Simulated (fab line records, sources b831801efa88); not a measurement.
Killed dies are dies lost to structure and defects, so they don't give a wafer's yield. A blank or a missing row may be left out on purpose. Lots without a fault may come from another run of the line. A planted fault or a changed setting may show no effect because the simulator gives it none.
Chamber matching | flow sky130 | SKY_METAL3_ETCH_17 on rie_diel-04: 4 sister chambers
The step etches SiO2 in C4F8/O2/Ar, stops on TiN, time 3.9 s, target depth 15 nm. 4 wafers are shown with their chamber, then 7 later ones without.

WAFERS WITH THEIR CHAMBER
wafer  | chamber | oes_product_au (a.u.)
L079.4 | 1       | 0.761
L083.2 | 0       | 0.739
L083.4 | 3       | 0.758
L084.5 | 2       | 0.760

WAFERS WITHOUT THEIR CHAMBER
wafer  | oes_product_au (a.u.)
L084.6 | 0.758
L092.2 | 0.754
L092.3 | 0.739
L092.4 | 0.757
L097.1 | 0.750
L097.3 | 0.745
L097.6 | 0.754

WHICH CHAMBER EACH WENT THROUGH
wafer  | from the rows above               | in truth
L084.6 | can't be placed: 3 or 2 or 1      | 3
L092.2 | can't be placed: 3 or 2 or 1      | 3
L092.3 | 0                                 | 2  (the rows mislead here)
L092.4 | can't be placed: 3 or 2 or 1      | 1
L097.1 | can't be placed: 3 or 2 or 0 or 1 | 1
L097.3 | can't be placed: 0 or 3           | 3
L097.6 | can't be placed: 3 or 2 or 1      | 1
Placed correctly: 0 of 7. Can't be placed from these rows: 6 (the true chamber is among the candidates in 6). Placed wrongly: 1.
How it was worked out, from the rows above alone: a wafer's distance from a chamber is the root of the sum, over the readings, of the square of ((its reading less the chamber's mean) divided by the reading's scatter). The wafer belongs to the nearest chamber; if the next one is less than 2 further off, it can't be placed. A chamber's mean is the mean of its shown wafers. The scatter: with one shown wafer a chamber, the root of the mean of the squares of how far each hidden wafer lies from its nearest shown one.
